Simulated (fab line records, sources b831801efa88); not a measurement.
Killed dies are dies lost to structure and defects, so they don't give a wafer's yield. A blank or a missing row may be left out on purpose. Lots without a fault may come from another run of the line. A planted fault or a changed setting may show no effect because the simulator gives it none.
Which tool did it? | flow sky130 | 12 lots, 36 wafers sampled, at 1 step of a route of 708

WHAT THE GAUGES READ, wafer by wafer
SKY_METAL2_RS_MEAS_05: measures by four-point-probe.
lot  | measured     | on            | METAL2_ALCU_RS (ohm/sq)
L076 | day 34 18:01 | film_metro-04 | 0.1267 0.1254 0.1262
L077 | day 35 00:49 | film_metro-04 | 0.1280 0.1259 0.1269
L079 | day 35 16:54 | film_metro-04 | 0.1267 0.1259 0.1280
L081 | day 36 10:50 | film_metro-03 | 0.1272 0.1270 0.1273
L083 | day 37 05:10 | film_metro-04 | 0.1239 0.1249 0.1255
L085 | day 37 23:05 | film_metro-04 | 0.1252 0.1261 0.1243
L087 | day 38 07:41 | film_metro-01 | 0.1264 0.1265 0.1285
L089 | day 38 19:17 | film_metro-01 | 0.1241 0.1253 0.1252
L092 | day 39 13:06 | film_metro-01 | 0.1271 0.1271 0.1273
L093 | day 40 08:09 | film_metro-01 | 0.1252 0.1284 0.1278
L094 | day 40 18:59 | film_metro-04 | 0.1237 0.1238 0.1243
L097 | day 41 04:43 | film_metro-01 | 0.1258 0.1296 0.1262

WHICH TOOL RAN EACH LOT (tool, then ch and the chambers of the sampled wafers, then the start)
The record holds no process step before these readings.

THE ANSWER, worked out from the rows above alone
Rule: what is usual is taken from the lots themselves. Put in order of their means at a reading, lots are off if they are a third of the lots or fewer, leave a main group of 4 or more, and stand apart from it by a gap of 3 or more times the standard deviation of the main group's means; of several such gaps the widest counts. A main group whose means are all the same, to the digits that the tables above print for the reading, isn't used. A lot without any number at a reading at which 4 lots or more have one is off too. The other lots that the step has rows for count as sound.
No lot is off at any reading shown: from this, nothing can be told.

WHAT THE SIMULATOR HAD PUT IN
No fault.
